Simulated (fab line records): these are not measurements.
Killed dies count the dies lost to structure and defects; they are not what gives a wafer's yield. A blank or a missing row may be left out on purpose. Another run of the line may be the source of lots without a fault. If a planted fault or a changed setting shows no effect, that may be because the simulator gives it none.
2 desks looking at one fault :: flow sky130 :: each desk has only its own numbers; what lay behind them comes last

FOR THE TOOL OWNER'S DESK: pecvd-04
The tool's own readings at SKY_PASSIVATION_CVD_02 (deposits Si3N4, target thk 540 nm): means of the sampled wafers that have a number, for each lot that ran on this tool. A lot is out of limits, marked OUT, if its mean lies more than 4 standard deviations from the usual mean; the brackets give that distance.
Columns: A = heater-power-w at SKY_PASSIVATION_CVD_02, usual 746 W
lot: L377
first seen here: day 45 05:27
A: 680

lot: L376
first seen here: day 45 06:41
A: 680

lot: L386
first seen here: day 47 05:37
A: 709

lot: L387
first seen here: day 47 09:50
A: 683
Result from this desk: across the 4 lots, nothing is out of limits.

AT THE METROLOGY DESK
What the gauges read, lot by lot, whatever tool the lot ran on: means of the sampled wafers that have a number. A lot is out of limits, marked OUT, if its mean lies more than 4 standard deviations from the usual mean; the brackets give that distance.
Columns: A = CONTACT_OVL at SKY_CONTACT_OVL_MEAS_15, usual 3 nm; B = METAL1_OVL at SKY_METAL1_OVL_MEAS_16, usual 2 nm; C = PASSIVATION_CVD_02_THK at SKY_PASSIVATION_THK_MEAS_03, usual 541 nm
lot: L375
first seen here: day 32 07:37
A: 3
B: -1
C: 536

lot: L377
first seen here: day 33 03:27
A: 12
B: 6
C: 541

lot: L376
first seen here: day 33 05:01
A: 7
B: -4
C: 539

lot: L381
first seen here: day 33 23:22
A: -4
B: -5
C: 535

lot: L380
first seen here: day 34 02:12
A: 1
B: 5
C: 543

lot: L382
first seen here: day 34 10:59
A: 1
B: 0
C: 541

lot: L386
first seen here: day 35 16:34
A: 8
B: -2
C: 416 (-16) OUT

lot: L387
first seen here: day 36 01:22
A: -1
B: -5
C: 425 (-15) OUT

lot: L389
first seen here: day 36 14:28
A: 2
B: 12
C: 541

lot: L392
first seen here: day 37 09:11
A: 3
B: 6
C: 540

lot: L394
first seen here: day 37 21:21
A: -9
B: 1
C: 545
Finding of this desk: L386, L387 out of limits, first seen on L386 at day 47 05:52 (PASSIVATION_CVD_02_THK at SKY_PASSIVATION_THK_MEAS_03). Within limits: L375, L377, L376, L381, L380, L382, L389, L392, L394.

PUT TOGETHER
On L386, L387, the metrology desk was in a position to raise an alarm at day 47 05:52.
The tool owner's desk saw nothing out of limits.
On record at the tool owner's desk: L386, L387, within its limits.
SKY_PASSIVATION_CVD_02 was run on pecvd-04 by each of the lots named.

WHAT HAD BEEN PUT IN BY THE SIMULATOR
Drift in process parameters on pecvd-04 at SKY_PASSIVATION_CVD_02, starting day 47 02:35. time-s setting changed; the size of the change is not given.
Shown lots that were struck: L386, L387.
Delay in hours, fault start to first out-of-limits reading, per desk: metrology desk 3.
